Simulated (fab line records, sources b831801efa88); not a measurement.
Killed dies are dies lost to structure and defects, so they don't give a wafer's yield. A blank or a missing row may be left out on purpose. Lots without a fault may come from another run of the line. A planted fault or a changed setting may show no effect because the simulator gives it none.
fab line records | flow sky130
record lots=4 wafers=12 last_day=49
route steps=708 shown METAL1@448 VIA1@458 METAL2@483 PAD_OPEN@708
lots that met no fault: from a run of the same line without faults
start_h: hours from the record's first day to the start of the lot's first wafer shown | wait_h: hours since the lot's step before | " the same as in the row above | L1.1+2: a row that stands for several wafers | - no value, or no start given | * or withheld: withheld | < > ~ a bound
route shown NAME@n: a module of which the file shows steps, and the number in the route of the first | usual: mean/standard deviation of fault-free wafers | same: alike in all rows | chamber/n: place in a boat | sites: the reading at each site | _std_site: their standard deviation | _edge_site: outer sites' mean less inner sites' | radius_mm: how far each site lies from the wafer's centre | mask NAME#n: copy n | behind: the tool/chamber that last shaped the wafer | hold: why the lot was held/for how many hours/how that ended | device: the transistor (n, p or np) that didn't switch | end of line: the same wafers' tests at the end of the route | a step without rows: its recipe alone | killed: dies lost to structure and defects at the first sort, not the wafer's yield | map: a wafer's dies, x killed, . not, _ none there
set.NAME: the setting as run; set.NAME@STEP: as run at that earlier step | model.NAME: the simulator's own value behind a step, which no gauge read
lots at some steps of the route; a table a step, a row a wafer
services: from which hour (start_h, from the record's first day; less than 0 if before it) a tool's chamber was out of use, for how many hours, and why
## steps
# step SKY_METAL1_DEVELOP_14
# recipe develop_time_s=60 resist=KrF-thick dev_temp_c=21
# step SKY_METAL1_DESCUM_17
# recipe chemistry=O2 source_power_w=150 bias_power_w=0 pressure_mtorr=10 temp_c=40 time_s=8
# step SKY_METAL1_ETCH_18
# recipe chemistry=N2/H2 target=BARC ion_energy_ev=200 bias_w=100 pressure_mtorr=30 n2_flow_sccm=100 h2_flow_sccm=200 icp_w=500 stop_on=SiO2 time_s=45.9 target_depth_a=600
# step SKY_METAL1_METAL_ETCH_19
# recipe target_depth_a=3600 stop_on=SiO2 over_etch_frac=0.3 time_s=78 chemistry=Cl2/BCl3 resist_sidewall_deg=88 pressure_mtorr=10 icp_w=900 bias_w=48.5 Cl2_flow_sccm=60 bcl3_flow_sccm=30
# step SKY_METAL1_STRIP_20
# recipe chemistry=O2/N2 power_w=1400 pressure_mtorr=1500 platen_temp_c=withheld o2_flow_sccm=3000 n2_flow_sccm=300 overash_fraction=0.5
# step SKY_METAL1_STRIP_21
# recipe chemistry=post_etch_residue_remover time_s=1200 temp_c=72.5
# step SKY_METAL1_CLEAN_22
# recipe chemistry=IPA time_s=180 temp_c=25
# step SKY_METAL1_CLEAN_23
# recipe chemistry=O3/DIW dry=n2_spin
# step SKY_VIA1_HDPCVD_00
# recipe material=SiO2 target_thk_nm=1030 sigma_open_frac=0.3 time_s=171.7 temp_c=400 sih4_flow_sccm=60 pressure_mtorr=6
# step SKY_VIA1_CMP_02
# recipe material=SiO2 down_force_psi=4 platen_rpm=60 pad_velocity_m_s=0.94248
# usual motor_current_A=11.6/0.91
# columns lot.wafer tool chamber start_h wait_h motor_current_A model.SiO2_of_VIA1_HDPCVD_00.thk_nm
L205.1 cmp-01 0 778.54 0.2 12.3 345.7
L205.2 " 3 " " 12.5 345.4
L205.5 " 0 " " 12.9 343.9
L215.3 cmp-01 3 857.22 0.1 12.3 346.3
L215.4 " 0 " " 12.3 345.8
L215.5 " 1 " " 10.6 347.6
L217.1 cmp-01 0 873.12 0.1 12.9 344.2
L217.3 " 3 " " 12.5 310.3
L217.6 " 0 " " 12.4 310.5
L219.3 cmp-01 2 887.12 0.0 10.8 312.4
L219.1 " 0 " " 13.0 345.8
L219.6 " 2 " " 10.4 312.5
# step SKY_VIA1_DEHYDRATE_04
# recipe temp_c=200 time_s=60
# step SKY_VIA1_HMDS_05
# recipe prime_time_s=60 prime_temp_c=120
# step SKY_VIA1_COAT_06
# recipe resist=BARC temp_c=withheld time_s=withheld spin_rpm=3000 resist_thk_nm=60
# step SKY_VIA1_COAT_07
# recipe resist=KrF-thick spin_rpm=3000 resist_thk_nm=450
# step SKY_VIA1_SOFTBAKE_08
# recipe temp_c=100 time_s=90 resist=KrF-thick
# step SKY_VIA1_EXPOSE_09
# recipe mask_id=VIM na=0.8 source_shape=annular sigma_inner=0.55 sigma_outer=0.85 target_cd_nm=150 dose_mj=38
# step SKY_VIA1_PEB_10
# recipe peb_temp_c=withheld peb_time_s=withheld resist=KrF-thick
# step SKY_VIA1_DEVELOP_11
# recipe develop_time_s=60 resist=KrF-thick dev_temp_c=21
# step SKY_VIA1_ETCH_14
# recipe chemistry=N2/H2 target=BARC ion_energy_ev=200 source_w=500 bias_w=100 pressure_mtorr=30 n2_flow_sccm=100 h2_flow_sccm=200 stop_on=SiO2 time_s=45.9 target_depth_a=600
# step SKY_VIA1_ETCH_15
# recipe target=SiO2 chemistry=C4F8/O2/Ar target_depth_nm=351 stop_on=TiN mask_material=KrF-thick source_w=1500 bias_w=1200 pressure_mtorr=40 c4f8_flow_sccm=withheld O2_flow_sccm=6 Ar_flow_sccm=300 time_s=54
# usual chamber_pressure_mTorr=40.00/0.039 oes_product_au=0.981/0.0071
# same time_s=54
# columns lot.wafer tool chamber start_h wait_h chamber_pressure_mTorr oes_product_au rf_hours_counter_h model.VIA1.feature_depth_nm model.etch.depth_nm
L205.1 rie_diel-04 2 805.88 0.0 39.96 0.978 4 341.7 341.6
L205.2 " 0 " " 40.05 0.986 12 345.4 345.4
L205.5 " 1 " " 40.04 0.967 - 341.4 341.4
L215.3 rie_diel-01 2 883.36 0.0 39.95 0.975 20 345.9 345.9
L215.4 " 1 " " 39.95 0.978 16 345.8 345.8
L215.5 " 1 " " 39.96 0.991 - 347.6 347.6
L217.1 rie_diel-01 0 899.96 0.0 40.02 0.984 12 344.2 344.2
L217.3 " 3 " " 40.02 0.917 16 310.3 310.3
L217.6 " 3 " " 40.02 0.925 - 310.5 310.5
L219.1 rie_diel-02 2 913.37 0.0 39.95 0.981 10 345.8 345.8
L219.3 " 0 " " 39.98 0.938 7 312.4 312.4
L219.6 " 2 " " 40.00 0.932 - 312.5 312.5
# step SKY_VIA1_STRIP_16
# recipe chemistry=O2/N2 power_w=1400 pressure_mtorr=1500 platen_temp_c=withheld o2_flow_sccm=3000 n2_flow_sccm=300 overash_fraction=0.5
# step SKY_VIA1_STRIP_17
# recipe chemistry=post_etch_residue_remover time_s=1200 temp_c=72.5
# step SKY_VIA1_CLEAN_18
# recipe chemistry=IPA time_s=180 temp_c=25
# step SKY_VIA1_CLEAN_19
# recipe chemistry=O3/DIW dry=n2_spin
# step SKY_VIA1_SPUTTER_20
# recipe material=TiN target_thk_nm=20 chamber_pressure_pa=5 power_w=4000 time_s=80
# step SKY_VIA1_CVD_21
# recipe material=W target_thk_nm=270 time_s=80.902 temp_c=400 pressure_torr=40
# step SKY_VIA1_CMP_24
# recipe stop_on=SiO2 t_overpolish_s=15 down_force_psi=3.5 platen_rpm=60 target_thk_nm=0 pad_velocity_m_s=0.94248
# step SKY_METAL2_SPUTTER_00
# recipe material=Ti target_thk_nm=15 power_w=3000 time_s=10 chamber_pressure_pa=0.4
# step SKY_METAL2_SPUTTER_01
# recipe material=TiN target_thk_nm=20 power_w=6500 time_s=16.7 chamber_pressure_pa=0.4
# step SKY_METAL2_SPUTTER_02
# recipe material=AlCu target_thk_nm=250 power_w=10600 time_s=13.3 chamber_pressure_pa=0.4
# step SKY_METAL2_SPUTTER_03
# recipe material=Ti target_thk_nm=5 power_w=3000 time_s=3.3 chamber_pressure_pa=0.4
# step SKY_METAL2_SPUTTER_04
# recipe material=TiN target_thk_nm=70 power_w=6500 time_s=58.3 chamber_pressure_pa=0.4
# step SKY_METAL2_METAL_ETCH_19
# recipe target_depth_a=3600 stop_on=SiO2 over_etch_frac=0.3 time_s=78 chemistry=Cl2/BCl3 resist_sidewall_deg=88 pressure_mtorr=10 icp_w=900 bias_w=48.5 Cl2_flow_sccm=60 bcl3_flow_sccm=30
# usual bcl3_flow_sccm=30.00/0.093 chamber_pressure_mTorr=10.000/0.0091 drypump_motor_current_A=5.46/0.27 oes_product_au=0.854/0.0062 throttle_valve_pct=22.264/0.0096
# same time_s=78
# columns lot.wafer tool chamber start_h wait_h bcl3_flow_sccm chamber_pressure_mTorr drypump_motor_current_A oes_product_au rf_hours_counter_h throttle_valve_pct model.SiO2_of_VIA1_HDPCVD_00.thk_nm
L205.1 rie_metal-04 1 834.12 0.0 30.02 10.020 4.97 0.861 5 22.264 331.7
L205.2 " 0 " " 29.96 10.013 5.61 0.859 8 22.265 331.4
L205.5 " 1 " " 29.90 10.007 4.96 0.863 - 22.256 329.9
L215.3 rie_metal-01 1 910.75 0.1 30.04 9.989 5.71 0.861 - 22.271 332.3
L215.4 " 0 " " 30.01 9.994 5.29 0.854 - 22.265 331.7
L215.5 " 1 " " 30.05 10.004 5.71 0.855 - 22.259 333.6
L217.1 rie_metal-03 1 926.83 0.0 30.11 10.011 5.51 0.853 18 22.250 329.8
L217.3 " 0 " " 30.09 10.005 5.79 0.845 - 22.256 296.2
L217.6 " 1 " " 30.16 9.995 5.50 0.856 - 22.252 296.1
L219.1 rie_metal-04 1 940.73 0.0 29.99 10.005 4.98 0.862 9 22.272 331.6
L219.3 " 1 " " 29.88 10.001 4.96 0.854 - 22.264 298.3
L219.6 " 0 " " 30.05 10.012 5.65 0.860 - 22.276 298.2
# step SKY_PAD_OPEN_PROBE_99
# usual defect_limited_yield=82.9/1.7 killed_at_M0_to_M3=42/6.1 killed_at_M4_up=3.4/2 killed_at_contacts=23/4.8 killed_at_front_end=15/3.8 killed_at_other=0.3/0.48 killed_dies=84/8.5 killed_open=46/6.8 killed_short=38/6.2 sort_bin_3_pad_short=0.8/0.42 sort_bin_5_function=10.1/1.4 sort_bin_6_memory=6.2/0.99 sort_n_pass=408/8.5 sort_yield_pct=82.9/1.7
# same gross_dies=492 killed_at_back_side=0 sort_bin_4_leakage[%]=0 sort_bin_8_speed[%]=0
# columns lot.wafer tool chamber start_h wait_h defect_limited_yield[%] killed_at_M0_to_M3 killed_at_M4_up killed_at_contacts killed_at_front_end killed_at_other killed_dies killed_open killed_short sort_bin_3_pad_short[%] sort_bin_5_function[%] sort_bin_6_memory[%] sort_n_pass sort_yield_pct[%]
L215.3 prober-01 - 1146.83 0.2 84.3 29 3 25 20 0 77 40 37 0.6 8.3 6.7 415 84.3
L215.4 prober-01 - 1146.88 0.2 85.2 39 1 24 9 0 73 48 25 0.6 8.1 6.1 419 85.2
L215.5 prober-01 - 1146.93 0.2 84.6 41 6 18 11 0 76 41 35 1.4 9.3 4.7 416 84.6
# killed by level:class
L215.3 CONTACT:geometric_particle:open=10 LOCAL_INTERCONNECT:geometric_particle:short=8 POLY_GATE:geometric_particle:short=6 VIA1:geometric_particle:open=6 VIA3:geometric_particle:open=6 POLY_GATE:geometric_particle:open=5 LI_CONTACT:geometric_particle:open=4 VIA2:geometric_particle:open=4
L215.4 VIA3:geometric_particle:open=10 CONTACT:geometric_particle:open=9 VIA2:geometric_particle:open=9 VIA1:geometric_particle:open=7 POLY_GATE:geometric_particle:open=5 LI_CONTACT:geometric_particle:open=5 CONTACT:geometric_particle:short=5 METAL1:geometric_particle:short=3
L215.5 VIA1:geometric_particle:open=12 CONTACT:geometric_particle:open=7 VIA2:geometric_particle:open=6 LI_CONTACT:geometric_particle:open=5 METAL4:geometric_particle:short=5 METAL1:geometric_particle:short=4 VIA1:geometric_particle:short=4 VIA2:geometric_particle:short=4
## services
# columns tool chamber start_h hours kind
cmp-01 - 754.79 1.3 repair
rie_metal-03 - 755.92 0.2 repair
rie_diel-02 0 766.56 3.0 repair
rie_metal-01 0 767.54 4.8 repair
rie_metal-01 - 794.96 4.0 pm
cmp-01 - 802.97 4.3 repair
rie_metal-03 1 826.69 6.6 repair
rie_diel-02 0 837.71 29.9 repair
rie_diel-02 1 838.22 2.0 repair
rie_diel-02 1 842.52 5.1 repair
cmp-01 - 853.38 0.8 repair
rie_diel-02 2 859.79 1.9 repair
cmp-01 - 860.90 0.3 repair
rie_metal-01 - 864.21 2.8 pm
rie_metal-04 - 877.64 1.4 repair
rie_diel-02 1 897.06 14.5 repair
rie_diel-01 2 897.63 7.3 repair
rie_metal-01 0 906.59 1.2 repair
rie_diel-01 1 908.34 7.2 repair
cmp-01 - 912.00 4.0 pm
rie_diel-04 3 912.33 5.2 repair
rie_diel-01 - 927.41 2.8 pm
rie_diel-02 3 927.68 4.2 repair
rie_metal-04 1 931.39 2.5 repair
## key
first_sign step=SKY_VIA1_ETCH_15 reading=oes_product_au direction=down sigmas=7.4 usual=0.981 struck=0.928
effect none on later readings
model_effect step=SKY_VIA1_CMP_02 value=SiO2_of_VIA1_HDPCVD_00.thk_nm without=345.9 struck=311.4
model_effect step=SKY_VIA1_ETCH_15 value=VIA1.feature_depth_nm without=344.6 struck=311.4
model_effect step=SKY_METAL2_METAL_ETCH_19 value=SiO2_of_VIA1_HDPCVD_00.thk_nm without=331.7 struck=297.2
met_at SKY_VIA1_CMP_02
struck_wafers L217.3,L217.6,L219.3,L219.6
onset_between 857.22 873.12
fault kind=process_parameter_drift tool=cmp-01 chamber=- onset_h=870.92 steps=SKY_VIA1_CMP_02 channel=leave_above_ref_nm offset=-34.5 shape=step end_h=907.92 scope=struck_wafers_only acts_in=these_recipes_only stated=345
